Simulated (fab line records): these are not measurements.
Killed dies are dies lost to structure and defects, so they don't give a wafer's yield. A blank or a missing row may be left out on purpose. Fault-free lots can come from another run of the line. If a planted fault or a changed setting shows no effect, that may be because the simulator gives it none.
Which of the tools did it? / flow sfq line / Sampling: 14 lots, 42 wafers, 2 of 325 route steps

== WHAT EACH GAUGE READ, for each wafer ==
SFQ_I4_OVL_MEAS_928.
lot=L310; measured=day 47 14:10; on=overlay-02; I4_OVL (nm)=9 -4 7
lot=L311; measured=day 47 17:46; on=overlay-02; I4_OVL (nm)=-18 -11 -9
lot=L312; measured=day 48 08:11; on=overlay-02; I4_OVL (nm)=8 -5 -4
lot=L313; measured=day 48 14:10; on=overlay-02; I4_OVL (nm)=-12 -11 -11
lot=L314; measured=day 48 17:47; on=overlay-02; I4_OVL (nm)=0 7 -9
lot=L315; measured=day 48 20:11; on=overlay-02; I4_OVL (nm)=-3 7 8
lot=L316; measured=day 48 22:34; on=overlay-02; I4_OVL (nm)=-13 -14 -11
lot=L317; measured=day 48 23:46; on=overlay-02; I4_OVL (nm)=1 -16 0
lot=L318; measured=day 49 03:23; on=overlay-02; I4_OVL (nm)=-18 2 -10
lot=L319; measured=day 49 06:58; on=overlay-02; I4_OVL (nm)=-12 -18 -21
lot=L320; measured=day 49 08:48; on=overlay-01; I4_OVL (nm)=0 -9 -3
lot=L322; measured=day 51 21:37; on=overlay-02; I4_OVL (nm)=-2 -5 -4
lot=L327; measured=day 55 13:38; on=overlay-01; I4_OVL (nm)=-4 -9 -11
lot=L328; measured=day 56 17:14; on=overlay-02; I4_OVL (nm)=-8 -4 -7

== TOOL THAT RAN EACH LOT (tool first, then ch and the chambers of the sampled wafers, then the start) ==
lot=L310; SFQ_TRILAYER_I4_DEP_PECVD_099=pecvd-01 ch 0,1,2, day 40 07:40
lot=L311; SFQ_TRILAYER_I4_DEP_PECVD_099=pecvd-02 ch 0,1,2, day 40 08:52
lot=L312; SFQ_TRILAYER_I4_DEP_PECVD_099=pecvd-01 ch 0,1, day 41 18:55
lot=L313; SFQ_TRILAYER_I4_DEP_PECVD_099=pecvd-02 ch 0,2, day 42 06:58
lot=L314; SFQ_TRILAYER_I4_DEP_PECVD_099=pecvd-01 ch 0,1,2, day 42 09:16
lot=L315; SFQ_TRILAYER_I4_DEP_PECVD_099=pecvd-04 ch 1,2, day 42 11:52
lot=L316; SFQ_TRILAYER_I4_DEP_PECVD_099=pecvd-02 ch 0,2, day 42 15:13
lot=L317; SFQ_TRILAYER_I4_DEP_PECVD_099=pecvd-01 ch 0,1, day 42 20:01
lot=L318; SFQ_TRILAYER_I4_DEP_PECVD_099=pecvd-04 ch 1,2, day 42 21:16
lot=L319; SFQ_TRILAYER_I4_DEP_PECVD_099=pecvd-01 ch 0,2, day 42 22:25
lot=L320; SFQ_TRILAYER_I4_DEP_PECVD_099=pecvd-04 ch 1,2, day 42 23:37
lot=L322; SFQ_TRILAYER_I4_DEP_PECVD_099=pecvd-01 ch 0,1, day 51 14:35
lot=L327; SFQ_TRILAYER_I4_DEP_PECVD_099=pecvd-02 ch 0,1,2, day 55 02:38
lot=L328; SFQ_TRILAYER_I4_DEP_PECVD_099=pecvd-02 ch 0,1, day 56 01:01
- SFQ_TRILAYER_I4_DEP_PECVD_099: deposits SiO2 from SiH4/N2O, time 111.11 s, target thk 500 nm.

== WHAT THE TOOLS THEMSELVES READ (means of the sampled wafers that have a number; where no wafer has one, the mark that the record gives instead) ==
SFQ_TRILAYER_I4_DEP_PECVD_099.
lot=L310; tool=pecvd-01; heater power w (W)=78; throttle valve pct (%)=26.8
lot=L311; tool=pecvd-02; heater power w (W)=94; throttle valve pct (%)=24.0
lot=L312; tool=pecvd-01; heater power w (W)=64; throttle valve pct (%)=27.1
lot=L313; tool=pecvd-02; heater power w (W)=102; throttle valve pct (%)=24.2
lot=L314; tool=pecvd-01; heater power w (W)=78; throttle valve pct (%)=26.7
lot=L315; tool=pecvd-04; heater power w (W)=100; throttle valve pct (%)=22.9
lot=L316; tool=pecvd-02; heater power w (W)=96; throttle valve pct (%)=24.1
lot=L317; tool=pecvd-01; heater power w (W)=62; throttle valve pct (%)=26.8
lot=L318; tool=pecvd-04; heater power w (W)=81; throttle valve pct (%)=23.3
lot=L319; tool=pecvd-01; heater power w (W)=77; throttle valve pct (%)=26.3
lot=L320; tool=pecvd-04; heater power w (W)=93; throttle valve pct (%)=23.4
lot=L322; tool=pecvd-01; heater power w (W)=68; throttle valve pct (%)=26.7
lot=L327; tool=pecvd-02; heater power w (W)=92; throttle valve pct (%)=25.3
lot=L328; tool=pecvd-02; heater power w (W)=102; throttle valve pct (%)=25.8

== THE ANSWER, worked out from the rows above alone ==
Rule: the lots themselves supply what counts as usual. The widest of any qualifying gaps counts: lots, ordered by their means at a reading, are off when they make up no more than a third of the lots, leave a main group of 4 or more, and stand apart from it by 3 or more times the standard deviation of that group's means. The tables above print the reading to a certain number of digits; a main group whose means all agree to those digits is not used. Also off: a lot with no number at a reading for which 4 or more lots have one. Any other lot the step has rows for is counted as sound. Order of review: gauges by route order, followed by the tools' own readings, for which a lot's mean as printed above is used. The first step at which some lot is off is used, and at that step the reading that is off furthest; a lot without a number counts as furthest.
No lot is off at any reading shown: from this, nothing can be told.

== WHAT THE SIMULATOR PUT IN ==
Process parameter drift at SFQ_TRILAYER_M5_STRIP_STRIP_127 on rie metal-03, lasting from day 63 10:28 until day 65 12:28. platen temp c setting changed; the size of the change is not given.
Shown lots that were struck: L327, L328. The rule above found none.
